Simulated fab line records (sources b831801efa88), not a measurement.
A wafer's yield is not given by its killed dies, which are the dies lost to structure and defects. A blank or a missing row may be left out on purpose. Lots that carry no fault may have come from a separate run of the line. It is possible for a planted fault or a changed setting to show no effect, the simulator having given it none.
Comparing a struck lot with a sound one -- flow sky130 -- 17 out of 708 route steps
Sound: the wafers L739.1, L739.2, L739.3. Struck: wafer L733.1; the same lot's L733.5 was not struck, so it is left out; see the end for the cause.
Per side, at each step with rows, come the tool, then ch with its chambers, and then its first start. Under that, the readings that differ: sound wafers -- struck wafers -- difference of the means -- sigmas: that difference in standard deviations of wafers without a fault.
alike: readings whose means differ by less than 2 such deviations, and words and numbers that are the same on both sides. not compared: withheld readings, readings that some wafer has no value for, bounds like >300 that may hide the same value, and numbers for which the record gives no deviation and whose values overlap.
A row with sigmas, a row that says differs or no value, or rows on one side alone: a step with any of these is where the two part. Non-overlapping numbers with no deviation appear without sigmas and do not part them. Lack of a reading on every wafer of one side parts them only where that side has two or more wafers.

first, 1 step without rows for these wafers: SKY_LDD_N_IMPLANT_15.
SKY_LDD_N_STRIP_16: strips in O2/N2.
  sound on plasmaAsher-03 ch 0,1, day 25 11:43; struck on plasmaAsher-03 ch 1, day 23 12:02
  alike: drypumpMotorCurrentA, o2FlowSccm, oesProductAu, stripTimeToEndpointS
  not compared: rfHoursCounterH
SKY_LDD_N_TW_MEAS_17:
  sound on filmMetro-02 at day 25 11:49; struck on filmMetro-04 at day 23 12:08
  alike: LDD_N_TW
then, 7 steps without rows for these wafers: SKY_LDD_P_DEHYDRATE_00 (time 60 s); SKY_LDD_P_HMDS_01 (prime time 60 s); SKY_LDD_P_COAT_02 (resist thk 1140 nm); SKY_LDD_P_SOFTBAKE_03 (time 60 s); SKY_LDD_P_EXPOSE_04 (exposes mask PSDM, target cd 380 nm); SKY_LDD_P_PEB_05; SKY_LDD_P_DEVELOP_06 (develop time 60 s).
SKY_LDD_P_CD_MEAS_07 targets a cd of 380 nm.
  sound on cdSem-01 at day 26 16:38; struck on cdSem-02 at day 24 18:15
  alike: cdNm
SKY_LDD_P_OVL_MEAS_08:
  sound on overlay-02 at day 26 16:45; struck on overlay-01 at day 24 18:23
  alike: LDD_P_OVL
SKY_LDD_P_IMPLANT_09:
  sound on implanter-01 ch 0, day 26 16:47; struck on implanter-03 ch 0, day 24 18:25
reading,sound,struck,difference,sigmas
beamOnS (s),9.80 9.94 10.07,8.24,-1.70,-8
faradayCurrentUA,57.2 56.5 56.1,68.7,+12.1,+11
  alike: doseIonsCm2
SKY_LDD_P_STRIP_10: strips in O2/N2.
  sound on plasmaAsher-04 ch 0,1, day 26 16:56; struck on plasmaAsher-03 ch 0, day 24 18:34
reading,sound,struck,difference,sigmas
drypumpMotorCurrentA (A),5.0 5.3 5.0,6.7,+1.6,+3
stripTimeToEndpointS (s),14.19 14.23 14.24,14.12,-0.10,-3
  alike: o2FlowSccm, oesProductAu
  not compared: rfHoursCounterH
SKY_LDD_P_TW_MEAS_11:
  sound on filmMetro-01 at day 26 17:02; struck on filmMetro-02 at day 24 18:40
reading,sound,struck,difference,sigmas
LDD_P_TW,640.8 638.3 639.8,599.4,-40.2,-15
then, 1 step without rows for these wafers: SKY_LDD_HVN_DEHYDRATE_00 (time 60 s).
-- a jump in the record: the struck wafers' starts before and after are 25 days apart (it breaks off in module LDD_HVN and resumes in module PAD_OPEN, where the first step shown is number 708 of the route) --
SKY_PAD_OPEN_PROBE_99:
  sound on prober-01 at day 50 15:40; struck on prober-01 at day 49 13:03
reading,sound,struck,difference,sigmas
model.etest.tipP.rsOhmSq,6900 6919 6878,8069,+1170,
  alike: killed_at_M0_to_M3, killed_at_M4_up, killedAtContacts, killedAtFrontEnd, killedAtOther, killedDies, killedOpen, killedShort

== WHERE THEY PART ==
At SKY_LDD_P_IMPLANT_09 first; at SKY_LDD_P_TW_MEAS_11 last (within this record only). Later steps at which nothing parts them and some readings are alike: SKY_PAD_OPEN_PROBE_99.

WHY: what had been put in by the simulator
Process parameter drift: implanter-03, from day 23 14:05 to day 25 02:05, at SKY_LDD_P_IMPLANT_09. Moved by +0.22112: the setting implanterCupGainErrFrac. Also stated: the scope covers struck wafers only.
